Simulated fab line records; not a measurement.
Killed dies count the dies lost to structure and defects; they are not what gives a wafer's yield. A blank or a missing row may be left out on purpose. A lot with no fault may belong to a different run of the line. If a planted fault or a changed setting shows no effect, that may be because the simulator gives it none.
Problem report in the 8D (eight disciplines) form, filled by code | flow gf180mcu | the parts of the form that need people (team, actions taken, sign-off) are left out

## 1. PROBLEM STATEMENT
At GF_M3_SPUTTER_04, chamber-pressure-pa averages 0.4621 Pa over 6 wafers from 2 lots, while fault-free wafers read 0.4001 Pa, standard deviation 0.00096. Measured from the usual mean, that is +65 standard deviations.
The step: material TiN, target thk 50 nm, time 41.7 s.
Seen first at day 26 07:19 on pvd-sputter-04, wafer L971.1. The record has a number at this step for 39 wafers belonging to 13 lots. The rule behind "out" and "out of limits": a value lying over 4 standard deviations away from the usual mean. All remaining wafers that have a number are taken as sound.

## 2. WHAT IT IS, WHAT IT ISN'T
question                    | is                     | is not
which readings at this step | chamber-pressure-pa    | -
which lots                  | L971, L972             | L954, L956, L958, L959, L961, L962, L965, L969, L975, L976, L977
which wafers of those lots  | all that have a number | -
read on which tools         | pvd-sputter-04         | pvd-sputter-02, pvd-sputter-03
when                        | from day 26 07:19      | up to then (24 sound wafers); but 9 sound wafers of L975, L976, L977 came after

## 3. THE SUSPECTS, EACH WITH WHAT RULES IT OUT
Counting: a tool at any process step up to the reading remains a suspect when it ran all the lots that are out and ran no sound lot after the first of those.
- pvd-sputter-04 at GF_M3_SPUTTER_04 (material TiN, target thk 50 nm, time 41.7 s): kept. It ran every lot that is out, first L971 (day 26 07:19), and no sound lot after that; its last sound lot up to then is L969 (day 25 14:42). Its own chamber-pressure-pa readings are out on those wafers.
After counting, what remains is pvd-sputter-04 at GF_M3_SPUTTER_04.

## 4. THE CAUSE (what the simulator had put in)
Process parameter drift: pvd-sputter-04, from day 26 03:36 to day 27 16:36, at GF_M3_SPUTTER_04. The setting chamber-pressure-pa was moved by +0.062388, starting from 0.4. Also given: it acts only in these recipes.
The count eliminated every tool but this one.

## 5. THE EFFECT CHAIN, in route order
Rows list readings where the struck wafers' mean (over those with a number) sits beyond 3 standard deviations from the usual. Only readings for which the record gives a usual standard deviation are gone through. hours: the time from each lot's start at the first step in this table that gives one to its start at this step, as a median over the lots. sigmas: the change in usual standard deviations.
hours | step             | reading             | usual     | on struck wafers | change  | sigmas
0     | GF_M3_SPUTTER_04 | chamber-pressure-pa | 0.4001 Pa | 0.4621           | +0.0620 | +65
0     | GF_M3_SPUTTER_04 | throttle-valve-pct  | 30.1 %    | 27.6             | -2.5    | -3.1
Here are the process steps it includes:
- GF_M3_SPUTTER_04: material TiN, target thk 50 nm, time 41.7 s.
Later measuring or inspecting steps at which every struck wafer that the step has a row for has a number for every such reading, and none has moved that far: GF_M3_CD_MEAS_14.

## 6. HOW IT WOULD HAVE BEEN CAUGHT EARLIER
In this record the first reading out of limits was taken at day 26 07:19, 4 hours after the fault began at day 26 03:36.
